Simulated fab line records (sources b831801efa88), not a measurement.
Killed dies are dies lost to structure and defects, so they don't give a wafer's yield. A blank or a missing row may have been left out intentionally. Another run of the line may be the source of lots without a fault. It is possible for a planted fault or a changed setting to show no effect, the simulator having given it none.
fab line records	flow sky130
[record] lots = 6	wafers = 18	last-day = 50
route steps=708 shown LI_CONTACT@369 PAD_OPEN@708
lots that met no fault: from a run of the same line without faults
start-h: hours from the record's first day to the start of the lot's first wafer shown	wait-h: time in hours since the lot's previous step	" as in the row above	L1.1+2: a single row standing in for several wafers	- either no value or no given start	* or withheld: withheld	< > ~ a bound
route shown NAME@n: a module of which the file shows steps, and the number in the route of the first	usual: average and standard deviation across the fault-free wafers	same: alike in all rows	chamber/n: place in a boat	sites: per-site readings	_std_site: how widely they spread, as a standard deviation	_edge_site: the outer-site mean with the inner-site mean subtracted	radius-mm: for every site, how far away it sits from the centre of the wafer	mask NAME#n: copy n	behind: tool/chamber where the wafer was last shaped	hold: why the lot was held/for how many hours/how that ended	device: names the non-switching transistor (n, p or np)	end of line: at the end of the route, the tests of the same wafers	a step given without rows: its recipe and nothing more	killed: dies lost to structure and defects at the first sort, not the wafer's yield	map: dies across one wafer; x = killed, . = not, _ = none there
set.NAME: setting as actually run; set.NAME@STEP: the setting as run at that earlier step	model.NAME: the simulator's own value behind a step, which no gauge read
a table for each step, a row for each wafer; lots at some steps of the route
services: a tool's chamber out of use, with start hour (start-h, from the record's first day; less than 0 if before it), hours out, and reason
[[steps]]
[step SKY_LI_CONTACT_COAT_07]
[recipe] resist = KrF-thick	spin-rpm = 3000	resist-thk-nm = 450
[step SKY_LI_CONTACT_SOFTBAKE_08]
[recipe] temp-c = 100	time-s = 90	resist = KrF-thick
[step SKY_LI_CONTACT_EXPOSE_09]
[recipe] mask-id = LICM1	na = 0.8	source-shape = annular	sigma-inner = 0.55	sigma-outer = 0.85	target-cd-nm = 170	dose-mj = 38
[step SKY_LI_CONTACT_PEB_10]
[recipe] peb-temp-c = withheld	peb-time-s = withheld	resist = KrF-thick
[step SKY_LI_CONTACT_DEVELOP_11]
[recipe] develop-time-s = 60	resist = KrF-thick	dev-temp-c = 21
[step SKY_LI_CONTACT_CD_MEAS_12]
[recipe] target-cd-nm = 170
[usual] cd-nm = 170.0/1.4
lot.wafer	tool	chamber	start-h	wait-h	cd-nm
L168.2	cd-sem-02	-	686.85	-	170.5
L168.3	"	-	"	"	168.7
L168.5	"	-	"	"	168.1
L172.2	cd-sem-02	-	737.95	-	168.5
L172.4	"	-	"	"	169.8
L172.6	"	-	"	"	170.3
L175.1	cd-sem-01	-	748.43	-	168.4
L175.2	"	-	"	"	168.8
L175.6	"	-	"	"	169.6
L184.2	cd-sem-01	-	810.35	-	170.2
L184.3	"	-	"	"	170.5
L184.5	"	-	"	"	170.2
L187.1	cd-sem-01	-	835.53	-	170.0
L187.2	"	-	"	"	169.2
L187.6	"	-	"	"	169.8
L189.1	cd-sem-01	-	849.88	-	170.3
L189.5	"	-	"	"	169.7
L189.6	"	-	"	"	170.2
[step SKY_LI_CONTACT_OVL_MEAS_13]
[usual] LI_CONTACT_OVL = 1/6.3
lot.wafer	tool	chamber	start-h	wait-h	LI_CONTACT_OVL[nm]
L168.2	overlay-02	-	686.95	0.1	9
L168.3	"	-	"	"	1
L168.5	"	-	"	"	-4
L172.2	overlay-02	-	738.06	0.1	13
L172.4	"	-	"	"	8
L172.6	"	-	"	"	17
L175.1	overlay-02	-	748.55	0.1	0
L175.2	"	-	"	"	2
L175.6	"	-	"	"	1
L184.2	overlay-01	-	810.45	0.1	0
L184.3	"	-	"	"	-10
L184.5	"	-	"	"	-9
L187.1	overlay-02	-	835.65	0.1	-6
L187.2	"	-	"	"	2
L187.6	"	-	"	"	-5
L189.1	overlay-01	-	850.00	0.1	-13
L189.5	"	-	"	"	-5
L189.6	"	-	"	"	-3
[step SKY_LI_CONTACT_ETCH_14]
[recipe] chemistry = N2/H2	target = BARC	ion-energy-ev = 200	source-w = 500	bias-w = 100	pressure-mtorr = 30	n2-flow-sccm = 100	h2-flow-sccm = 200	stop-on = SiO2	time-s = 45.9	target-depth-a = 600
[usual] drypump-motor-current-A = 5.9/0.44	oes-product-au = 0.855/0.0048	throttle-valve-pct = 13.224/0.0094
lot.wafer	tool	chamber	start-h	wait-h	drypump-motor-current-A	oes-product-au	rf-hours-counter-h	throttle-valve-pct
L168.2	rie-diel-03	0	686.98	0.0	5.0	0.857	8	13.234
L168.3	"	2	"	"	5.7	0.854	15	13.228
L168.5	"	3	"	"	6.0	0.867	-	13.225
L172.2	rie-diel-03	1	738.09	0.0	6.1	0.857	7	13.224
L172.4	"	2	"	"	5.7	0.864	17	13.229
L172.6	"	1	"	"	6.1	0.847	-	13.229
L175.1	rie-diel-03	2	748.59	0.0	5.8	0.861	17	13.223
L175.2	"	0	"	"	5.0	0.853	9	13.223
L175.6	"	0	"	"	5.0	0.854	-	13.213
L184.2	rie-diel-01	0	810.48	0.0	5.8	0.853	27	13.209
L184.3	"	2	"	"	5.6	0.854	7	13.211
L184.5	"	3	"	"	6.4	0.852	-	13.228
L187.1	rie-diel-01	1	835.68	0.0	6.0	0.852	14	13.237
L187.2	"	2	"	"	5.7	0.863	8	13.221
L187.6	"	0	"	"	5.8	0.852	-	13.224
L189.1	rie-diel-02	2	850.03	0.0	5.9	0.857	0	13.217
L189.5	"	0	"	"	6.3	0.855	-	13.242
L189.6	"	3	"	"	6.5	0.850	-	13.223
[step SKY_LI_CONTACT_ETCH_15]
[recipe] target = PSG	chemistry = C4F8/O2/Ar	stop-on = Si	taper-deg = 4.15	mask-material = KrF-thick	source-w = 1500	bias-w = 1200	pressure-mtorr = 40	c4f8-flow-sccm = withheld	O2_flow_sccm = 6	Ar_flow_sccm = 300	time-s = withheld	target-depth-a = 6000
[usual] oes-product-au = 0.837/0.0045
lot.wafer	tool	chamber	start-h	wait-h	oes-product-au
L168.2	rie-diel-03	0	687.02	0.0	0.825
L168.3	"	2	"	"	0.838
L168.5	"	3	"	"	0.831
L172.2	rie-diel-03	1	738.13	0.0	0.839
L172.4	"	2	"	"	0.835
L172.6	"	1	"	"	0.837
L175.1	rie-diel-03	2	748.63	0.0	0.829
L175.2	"	0	"	"	0.841
L175.6	"	0	"	"	0.829
L184.2	rie-diel-01	0	810.52	0.0	0.839
L184.3	"	2	"	"	0.836
L184.5	"	3	"	"	0.840
L187.1	rie-diel-01	1	835.72	0.0	0.832
L187.2	"	2	"	"	0.843
L187.6	"	0	"	"	0.841
L189.1	rie-diel-02	2	850.07	0.0	0.834
L189.5	"	0	"	"	0.833
L189.6	"	3	"	"	0.833
[step SKY_LI_CONTACT_STRIP_16]
[recipe] chemistry = O2/N2	power-w = 1400	pressure-mtorr = 1500	platen-temp-c = withheld	o2-flow-sccm = 3000	n2-flow-sccm = 300	overash-fraction = 0.5
[usual] drypump-motor-current-A = 5.7/0.46	oes-product-au = 0.375/0.0051	strip-time-to-endpoint-s = 3.50/0.034
lot.wafer	tool	chamber	start-h	wait-h	drypump-motor-current-A	oes-product-au	rf-hours-counter-h	strip-time-to-endpoint-s
L168.2	plasma-asher-01	0	687.11	-	5.2	0.373	82	3.49
L168.3	"	1	"	"	6.3	0.371	-	3.51
L168.5	"	0	"	"	5.2	0.376	-	3.45
L172.2	plasma-asher-01	1	738.22	-	6.3	0.375	88	3.51
L172.4	"	1	"	"	6.3	0.373	-	3.48
L172.6	"	0	"	"	5.2	0.366	-	3.52
L175.1	plasma-asher-01	1	748.72	-	6.3	0.380	89	3.46
L175.2	"	0	"	"	5.2	0.379	89	3.47
L175.6	"	1	"	"	6.3	0.378	-	3.47
L184.2	plasma-asher-02	0	810.61	-	6.0	0.375	7	3.47
L184.3	"	1	"	"	5.8	0.380	-	3.54
L184.5	"	0	"	"	6.0	0.374	-	3.48
L187.1	plasma-asher-02	1	835.81	-	5.8	0.374	9	3.54
L187.2	"	0	"	"	6.0	0.378	9	3.62
L187.6	"	1	"	"	5.8	0.376	-	3.47
L189.1	plasma-asher-02	1	850.16	-	5.8	0.375	11	3.53
L189.5	"	1	"	"	5.8	0.373	-	3.48
L189.6	"	0	"	"	6.0	0.380	-	3.54
[step SKY_LI_CONTACT_CLEAN_17]
[recipe] chemistry = NMP	time-s = 600	temp-c = 60	dry = n2-spin
[step SKY_LI_CONTACT_PRE_CLEAN_18]
[recipe] gas = Ar	time-s = 5.6	bias-v = 358
[step SKY_LI_CONTACT_SPUTTER_19]
[recipe] material = Ti	target-thk-nm = 20	chamber-pressure-pa = 5	power-w = 2500	substrate-temp-c = 200	time-s = 106.37
[usual] throttle-valve-pct = 30.0/1.2
lot.wafer	tool	chamber	start-h	wait-h	throttle-valve-pct	model.Ti_of_LI_CONTACT_SPUTTER_19.thk-nm
L168.2	pvd-sputter-04	-	687.42	0.0	31.1	20.06
L168.3	"	-	"	"	31.2	20.08
L168.5	"	-	"	"	31.5	20.26
L172.2	pvd-sputter-02	-	738.51	0.0	30.3	14.19
L172.4	"	-	"	"	31.1	14.58
L172.6	"	-	"	"	28.6	14.47
L175.1	pvd-sputter-02	-	749.01	0.0	31.2	14.33
L175.2	"	-	"	"	30.7	14.6
L175.6	"	-	"	"	30.7	14.52
L184.2	pvd-sputter-01	-	810.90	0.0	29.7	20.27
L184.3	"	-	"	"	30.5	20.14
L184.5	"	-	"	"	30.3	19.84
L187.1	pvd-sputter-04	-	836.11	0.0	28.2	19.68
L187.2	"	-	"	"	28.7	19.92
L187.6	"	-	"	"	28.2	19.78
L189.1	pvd-sputter-02	-	850.45	0.0	28.7	19.92
L189.5	"	-	"	"	29.8	19.98
L189.6	"	-	"	"	28.5	19.98
[step SKY_LI_CONTACT_SPUTTER_20]
[recipe] material = TiN	target-thk-nm = 20	chamber-pressure-pa = 5	power-w = 4000	time-s = 80
[usual] throttle-valve-pct = 30.0/1.1
lot.wafer	tool	chamber	start-h	wait-h	throttle-valve-pct
L168.2	pvd-sputter-04	-	687.50	0.0	31.2
L168.3	"	-	"	"	31.5
L168.5	"	-	"	"	31.2
L172.2	pvd-sputter-02	-	738.59	0.0	30.2
L172.4	"	-	"	"	31.1
L172.6	"	-	"	"	28.5
L175.1	pvd-sputter-02	-	749.09	0.0	31.0
L175.2	"	-	"	"	30.5
L175.6	"	-	"	"	30.7
L184.2	pvd-sputter-01	-	810.98	0.0	29.9
L184.3	"	-	"	"	30.5
L184.5	"	-	"	"	30.6
L187.1	pvd-sputter-04	-	836.19	0.0	28.2
L187.2	"	-	"	"	28.9
L187.6	"	-	"	"	28.3
L189.1	pvd-sputter-02	-	850.53	0.0	28.7
L189.5	"	-	"	"	30.0
L189.6	"	-	"	"	28.8
[step SKY_PAD_OPEN_PROBE_99]
[usual] killed_at_M0_to_M3 = 44/7.5	killed_at_M4_up = 2.9/1.8	killed-at-contacts = 24/5.1	killed-at-front-end = 16/4.7	killed-at-other = 0.3/0.46	killed-dies = 87/9.9	killed-open = 47/8	killed-short = 39/6.3
[same] gross-dies = 492	killed-at-back-side = 0
lot.wafer	tool	chamber	start-h	wait-h	killed_at_M0_to_M3	killed_at_M4_up	killed-at-contacts	killed-at-front-end	killed-at-other	killed-dies	killed-open	killed-short	model.etest.licon-ndiff.rc-ohm	model.etest.licon-poly.rc-ohm
L168.2	prober-01	-	1085.05	0.1	38	4	24	18	0	84	45	39	184.1	150
L168.3	prober-01	-	1085.10	0.2	37	3	28	15	0	83	46	36	188	152.4
L168.5	prober-01	-	1085.20	0.2	41	5	27	11	0	84	49	35	182.7	154.1
L172.2	prober-02	-	1122.55	0.1	38	1	17	21	0	77	36	41	205.5	164.3
L172.4	prober-02	-	1122.65	0.2	58	5	13	17	0	93	48	45	206	164.7
L172.6	prober-02	-	1122.75	0.2	39	3	22	11	1	76	32	43	192.9	160.8
L175.1	prober-01	-	1130.35	0.1	45	5	31	15	1	97	57	39	200.5	167.6
L175.2	prober-01	-	1130.40	0.1	36	2	20	20	1	79	34	44	201.4	165
L175.6	prober-01	-	1130.60	0.2	42	3	25	9	0	79	51	28	203.5	160
L184.2	prober-02	-	1173.93	0.1	58	2	29	17	0	106	60	46	185.5	152.4
L184.3	prober-02	-	1173.98	0.2	41	2	28	14	1	86	37	48	183.7	151.2
L184.5	prober-02	-	1174.08	0.2	49	5	30	9	0	93	50	42	189.3	152.3
L187.1	prober-01	-	1190.65	0.1	46	1	30	21	0	98	57	41	181.2	154.2
L187.2	prober-01	-	1190.70	0.1	55	2	30	14	1	102	56	46	183.8	152.6
L187.6	prober-01	-	1190.90	0.2	62	7	28	14	0	111	65	46	180.9	151.7
// killed by level:class
L168.2 CONTACT:geometric-particle:open=7 FIELD_ISO:geometric-particle:short=7 VIA1:geometric-particle:open=7 VIA2:geometric-particle:open=7 METAL2:geometric-particle:short=6 LI_CONTACT:geometric-particle:open=5 VIA3:geometric-particle:open=5 FIELD_ISO:geometric-particle:open=4
L168.3 VIA1:geometric-particle:open=10 LI_CONTACT:geometric-particle:open=9 METAL1:geometric-particle:short=6 CONTACT:geometric-particle:open=5 VIA2:geometric-particle:open=5 FIELD_ISO:geometric-particle:short=4 POLY_GATE:geometric-particle:open=4 LI_CONTACT:geometric-particle:short=4
L168.5 LI_CONTACT:geometric-particle:open=10 VIA1:geometric-particle:open=9 CONTACT:geometric-particle:open=6 VIA2:geometric-particle:open=5 CONTACT:geometric-particle:short=5 VIA3:geometric-particle:open=5 FIELD_ISO:geometric-particle:open=4 POLY_GATE:geometric-particle:open=4
L172.2 VIA1:geometric-particle:open=9 FIELD_ISO:geometric-particle:short=6 POLY_GATE:geometric-particle:short=6 VIA1:geometric-particle:short=6 VIA2:geometric-particle:open=6 CONTACT:geometric-particle:open=5 METAL2:geometric-particle:short=5 VIA3:geometric-particle:open=5
L172.4 VIA1:geometric-particle:open=15 METAL3:geometric-particle:short=8 VIA3:geometric-particle:open=7 VIA1:geometric-particle:short=7 METAL1:geometric-particle:short=6 VIA2:geometric-particle:open=6 POLY_GATE:geometric-particle:open=5 METAL4:geometric-particle:short=5
L172.6 VIA1:geometric-particle:open=9 CONTACT:geometric-particle:open=8 LOCAL_INTERCONNECT:geometric-particle:short=6 VIA1:geometric-particle:short=6 METAL3:geometric-particle:short=5 METAL2:geometric-particle:short=5 VIA3:geometric-particle:open=5 CONTACT:geometric-particle:short=5
L175.1 CONTACT:geometric-particle:open=12 VIA3:geometric-particle:open=11 LI_CONTACT:geometric-particle:open=8 VIA2:geometric-particle:open=7 LOCAL_INTERCONNECT:geometric-particle:short=6 METAL2:geometric-particle:short=6 METAL1:geometric-particle:short=5 FIELD_ISO:geometric-particle:open=4
L175.2 CONTACT:geometric-particle:open=9 METAL2:geometric-particle:short=7 VIA1:geometric-particle:short=7 VIA2:geometric-particle:open=7 CONTACT:geometric-particle:short=6 FIELD_ISO:geometric-particle:open=4 VIA1:geometric-particle:open=4 VIA3:geometric-particle:short=4
L175.6 VIA1:geometric-particle:open=13 LI_CONTACT:geometric-particle:open=11 CONTACT:geometric-particle:open=8 VIA3:geometric-particle:open=7 METAL1:geometric-particle:short=6 METAL2:geometric-particle:short=5 VIA2:geometric-particle:open=5 CONTACT:geometric-particle:short=3
L184.2 VIA2:geometric-particle:open=14 LI_CONTACT:geometric-particle:open=10 METAL1:geometric-particle:short=8 VIA1:geometric-particle:open=7 CONTACT:geometric-particle:open=7 VIA3:geometric-particle:open=7 METAL2:geometric-particle:short=6 LOCAL_INTERCONNECT:geometric-particle:short=5
L184.3 VIA3:geometric-particle:open=9 VIA1:geometric-particle:open=8 CONTACT:geometric-particle:short=7 METAL1:geometric-particle:short=6 METAL2:geometric-particle:short=6 CONTACT:geometric-particle:open=6 FIELD_ISO:geometric-particle:short=5 LOCAL_INTERCONNECT:geometric-particle:short=5
L184.5 CONTACT:geometric-particle:open=12 VIA1:geometric-particle:open=11 LI_CONTACT:geometric-particle:open=9 METAL1:geometric-particle:short=8 METAL2:geometric-particle:short=5 VIA3:geometric-particle:short=5 CONTACT:geometric-particle:short=4 VIA2:geometric-particle:short=4
L187.1 CONTACT:geometric-particle:open=12 VIA1:geometric-particle:open=11 LI_CONTACT:geometric-particle:open=8 POLY_GATE:geometric-particle:short=7 POLY_GATE:geometric-particle:open=6 VIA3:geometric-particle:open=6 FIELD_ISO:geometric-particle:open=5 CONTACT:geometric-particle:short=5
L187.2 CONTACT:geometric-particle:open=15 VIA1:geometric-particle:open=12 LI_CONTACT:geometric-particle:open=8 METAL2:geometric-particle:short=8 METAL1:geometric-particle:short=7 VIA2:geometric-particle:open=7 POLY_GATE:geometric-particle:short=6 VIA1:geometric-particle:short=6
L187.6 CONTACT:geometric-particle:open=14 VIA1:geometric-particle:open=13 VIA3:geometric-particle:open=12 VIA1:geometric-particle:short=10 METAL1:geometric-particle:short=7 LI_CONTACT:geometric-particle:open=5 LOCAL_INTERCONNECT:geometric-particle:short=5 FIELD_ISO:geometric-particle:open=4
[[services]]
tool	chamber	start-h	hours	kind
pvd-sputter-04	-	676.46	2.1	repair
rie-diel-03	0	698.99	3.4	repair
rie-diel-03	1	700.62	23.7	repair
plasma-asher-02	-	715.90	0.7	repair
pvd-sputter-02	-	729.85	3.8	repair
plasma-asher-02	-	733.75	9.0	pm
plasma-asher-02	0	733.75	9.0	vent-cycle
plasma-asher-02	1	733.75	9.0	vent-cycle
plasma-asher-02	0	742.75	-	clean
pvd-sputter-04	1	755.00	-	consumable-replace:kit
pvd-sputter-04	1	755.00	18.0	scheduled-down
pvd-sputter-04	1	755.00	18.0	vent-cycle
rie-diel-03	3	764.93	-	clean
rie-diel-03	3	764.93	14.5	scheduled-down
rie-diel-03	3	764.93	14.5	vent-cycle
plasma-asher-01	-	768.38	1.8	repair
pvd-sputter-02	3	769.90	-	consumable-replace:kit
pvd-sputter-02	3	769.90	18.0	scheduled-down
pvd-sputter-02	3	769.90	18.0	vent-cycle
pvd-sputter-01	-	789.80	9.3	repair
rie-diel-03	2	803.68	7.2	repair
rie-diel-03	2	818.76	19.9	repair
plasma-asher-01	-	833.81	2.8	pm
pvd-sputter-01	-	836.60	7.2	repair
[[key]]
first-sign none at tools or gauges
[model-effect] step = SKY_LI_CONTACT_SPUTTER_19	value = Ti_of_LI_CONTACT_SPUTTER_19.thk-nm	without = 19.92	struck = 14.45
[model-effect] step = SKY_PAD_OPEN_PROBE_99	value = etest.licon-ndiff.rc-ohm	without = 183.2	struck = 201.6
met-at SKY_LI_CONTACT_SPUTTER_19
struck-wafers L172.2,L172.4,L172.6,L175.1,L175.2,L175.6
tester-left-out L172,L175
also-fits SKY_LI_CONTACT_ETCH_14:rie-diel-03,SKY_LI_CONTACT_ETCH_15:rie-diel-03,SKY_LI_CONTACT_STRIP_16:plasma-asher-01
[fault] kind = process-parameter-drift	tool = pvd-sputter-02	chamber = -	onset-h = 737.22	steps = SKY_LI_CONTACT_SPUTTER_19	channel = time-s	offset = *	shape = step	end-h = 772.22	acts-in = *	stated = *
// tester-left-out: of these lots the tester's yield and bins aren't shown, on N5 and GAA mostly nor the transistor test; their killed dies are dies lost to structure and defects alone, not to doping, threshold or leakage, so they don't give the yield
